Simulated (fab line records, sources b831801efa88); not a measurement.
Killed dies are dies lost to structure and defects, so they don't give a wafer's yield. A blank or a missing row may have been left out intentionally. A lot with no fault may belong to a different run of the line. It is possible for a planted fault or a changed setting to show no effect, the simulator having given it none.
Which tool is to blame?    flow gf180mcu    13 lots, 37 wafers sampled, at 5 steps of a route of 602

== WHAT THE GAUGES SHOWED, per wafer ==
GF_M4_OVL_MEAS_15. Usual: for M4_OVL the level is -1 nm and the standard deviation is 5.4.
lot   measured      on          M4_OVL (nm)  flag
L198  day 23 13:29  overlay-02  -5 -5 -1     
L201  day 24 17:52  overlay-01  3 1 4        
L204  day 25 14:29  overlay-01  -1 1 5       
L205  day 25 22:34  overlay-01  1 4 9        
L207  day 26 16:32  overlay-01  -2 12 0      
L210  day 27 13:18  overlay-02  3 2 -7       
L211  day 27 18:22  overlay-02  4 1 -3       
L213  day 28 06:19  overlay-02  -1 -4 -12    
L214  day 28 16:37  overlay-02  5 -1 6       
L216  day 29 04:52  overlay-01  2 -1 -5      
L219  day 30 01:19  overlay-01  3 4          
L220  day 30 06:25  overlay-01  -4 -12       
L221  day 30 14:47  overlay-01  -2 2 2       

GF_V4_THK_MEAS_01. Usual: for V4_CVD_00_THK the level is 600 nm and the standard deviation is 7.7.
lot   measured      on             V4_CVD_00_THK (nm)  flag
L198  day 23 14:18  film-metro-04  595 609 595         
L201  day 24 18:47  film-metro-04  592 604 604         
L204  day 25 15:14  film-metro-04  610 609 596         
L205  day 25 23:19  film-metro-02  608 610 610         
L207  day 26 17:17  film-metro-02  593 588 596         
L210  day 27 14:03  film-metro-02  601 601 600         
L211  day 27 19:07  film-metro-04  602 606 605         
L213  day 28 07:05  film-metro-02  596 593 598         
L214  day 28 17:22  film-metro-04  608 598 593         
L216  day 29 05:41  film-metro-04  593 594 594         
L219  day 30 02:05  film-metro-02  901 595             OFF
L220  day 30 07:11  film-metro-01  601 909             OFF
L221  day 30 15:58  film-metro-04  602 907 600         OFF

== WHICH TOOL RAN EACH LOT (tool, then ch and the chambers of the sampled wafers, then the start) ==
lot   GF_V3_ETCH_16                       GF_M4_SPUTTER_03              GF_V4_CVD_00
L198  rie-diel-04 ch 1,2,3, day 22 12:40  pvd-sputter-02, day 22 14:11  hdpcvd-02 ch 0,1,2, day 23 14:11
L201  rie-diel-04 ch 0,1,3, day 23 17:49  pvd-sputter-02, day 23 19:22  hdpcvd-02 ch 0,2, day 24 18:43
L204  rie-diel-04 ch 0,2, day 24 16:02    pvd-sputter-01, day 24 17:34  hdpcvd-02 ch 0,1, day 25 15:10
L205  rie-diel-04 ch 0,1,2, day 24 23:56  pvd-sputter-01, day 25 01:29  hdpcvd-02 ch 1,2, day 25 23:14
L207  rie-diel-02 ch 1,2, day 25 17:56    pvd-sputter-01, day 25 19:28  hdpcvd-01 ch 0,1,2, day 26 17:13
L210  rie-diel-04 ch 0,3, day 26 14:59    pvd-sputter-01, day 26 16:31  hdpcvd-02 ch 0,1, day 27 13:59
L211  rie-diel-03 ch 0,2,3, day 26 20:19  pvd-sputter-03, day 26 21:50  hdpcvd-02 ch 0,1,2, day 27 19:02
L213  rie-diel-03 ch 0,1,2, day 27 09:02  pvd-sputter-03, day 27 10:36  hdpcvd-01 ch 0,1,2, day 28 06:59
L214  rie-diel-04 ch 1,2,3, day 27 19:19  pvd-sputter-02, day 27 20:50  hdpcvd-01 ch 0,1,2, day 28 17:17
L216  rie-diel-02 ch 1,2, day 28 07:55    pvd-sputter-02, day 28 09:34  hdpcvd-01 ch 0,2, day 29 05:36
L219  rie-diel-02 ch 1,2, day 29 04:19    pvd-sputter-03, day 29 06:11  hdpcvd-02 ch 0,1, day 30 02:00
L220  rie-diel-02 ch 1,3, day 29 09:11    pvd-sputter-02, day 29 11:04  hdpcvd-02 ch 0,1, day 30 07:07
L221  rie-diel-04 ch 1,2,3, day 29 18:38  pvd-sputter-03, day 29 20:13  hdpcvd-02 ch 1,2, day 30 15:53
- GF_V3_ETCH_16: etches BARC in N2/H2.
- GF_M4_SPUTTER_03: material Ti, target thk 10 nm, time 6.7 s.
- GF_V4_CVD_00: deposits SiO2, target thk 600 nm, time 100 s.

== AS READ BY THE TOOLS THEMSELVES (means over the sampled wafers that have a number; for cases with no such wafer, the mark the record gives instead) ==
GF_V3_ETCH_16. Usual: drypump-motor-current-A 6.0 A, standard deviation 0.43; h2-flow-sccm 200.0 sccm, standard deviation 0.61; oes-product-au 0.855 a.u., standard deviation 0.0051; throttle-valve-pct 13.226 %, standard deviation 0.0093.
lot   tool         drypump-motor-current-A (A)  h2-flow-sccm (sccm)  oes-product-au (a.u.)  throttle-valve-pct (%)  flag
L198  rie-diel-04  6.0                          200.3                0.856                  13.217                  
L201  rie-diel-04  5.8                          200.5                0.857                  13.219                  
L204  rie-diel-04  6.2                          199.9                0.857                  13.223                  
L205  rie-diel-04  5.9                          199.8                0.856                  13.219                  
L207  rie-diel-02  6.2                          199.1                0.859                  13.222                  
L210  rie-diel-04  6.2                          199.9                0.858                  13.233                  
L211  rie-diel-03  6.3                          199.7                0.852                  13.225                  
L213  rie-diel-03  6.3                          200.0                0.852                  13.222                  
L214  rie-diel-04  6.0                          200.3                0.861                  13.226                  
L216  rie-diel-02  6.2                          199.9                0.855                  13.225                  
L219  rie-diel-02  6.2                          199.6                0.849                  13.224                  
L220  rie-diel-02  5.6                          200.2                0.855                  13.221                  
L221  rie-diel-04  6.0                          199.4                0.855                  13.229                  

GF_M4_SPUTTER_03. Usual: throttle-valve-pct 30.3 %, standard deviation 0.8.
lot   tool            throttle-valve-pct (%)  flag
L198  pvd-sputter-02  30.1                    
L201  pvd-sputter-02  29.1                    
L204  pvd-sputter-01  30.7                    
L205  pvd-sputter-01  30.9                    
L207  pvd-sputter-01  30.4                    
L210  pvd-sputter-01  30.0                    
L211  pvd-sputter-03  30.5                    
L213  pvd-sputter-03  30.6                    
L214  pvd-sputter-02  30.3                    
L216  pvd-sputter-02  29.4                    
L219  pvd-sputter-03  30.4                    
L220  pvd-sputter-02  29.2                    
L221  pvd-sputter-03  30.7                    

GF_V4_CVD_00. Usual: sih4-flow-sccm 59.98 sccm, standard deviation 0.19.
lot   tool       sih4-flow-sccm (sccm)  flag
L198  hdpcvd-02  60.03                  
L201  hdpcvd-02  59.93                  
L204  hdpcvd-02  60.07                  
L205  hdpcvd-02  60.00                  
L207  hdpcvd-01  59.96                  
L210  hdpcvd-02  60.08                  
L211  hdpcvd-02  59.99                  
L213  hdpcvd-01  59.73                  
L214  hdpcvd-01  59.92                  
L216  hdpcvd-01  59.99                  
L219  hdpcvd-02  74.81                  OFF
L220  hdpcvd-02  75.12                  OFF
L221  hdpcvd-02  70.18                  OFF

== THE ANSWER, worked out from the rows above alone ==
Rule: a lot is off if the mean of its wafers that have a number lies more than 3 standard deviations from the usual mean. Also off: a lot with no number at a reading for which 4 or more lots have one. All remaining lots with rows at the step are treated as sound. First the gauges in route order, then the tools' own readings, where a lot's mean is used as printed above. At the first step where some lot is off, the reading lying furthest off is the one used; lots without a number count as furthest.
Off: L219, L220, L221, seen at GF_V4_THK_MEAS_01 (V4_CVD_00_THK).
If a tool, at a process step before that reading, ran all the lots that are off and no sound lot after the first of them, it fits. The gauges at GF_V4_THK_MEAS_01 aren't tried: what is off there is off at GF_V4_CVD_00 too, on other tools, and a gauge's error can't cause that. One fits: GF_V4_CVD_00 on hdpcvd-02. Its last sound lot is L211 (day 27 19:02), its first lot that is off L219 (day 30 02:00): a fault that began between those two fits.
On the lots that are off, the tool's own readings at GF_V4_CVD_00 differ by more than 5 times the standard deviation of the sound lots' means, which bears it out; sih4-flow-sccm reads 73.37 sccm there versus 59.97 sccm on the sound lots.

== WHAT THE SIMULATOR HAD PUT IN ==
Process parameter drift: hdpcvd-02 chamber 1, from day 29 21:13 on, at GF_V4_CVD_00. From 60, the setting sih4-flow-sccm moved by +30. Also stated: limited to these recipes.
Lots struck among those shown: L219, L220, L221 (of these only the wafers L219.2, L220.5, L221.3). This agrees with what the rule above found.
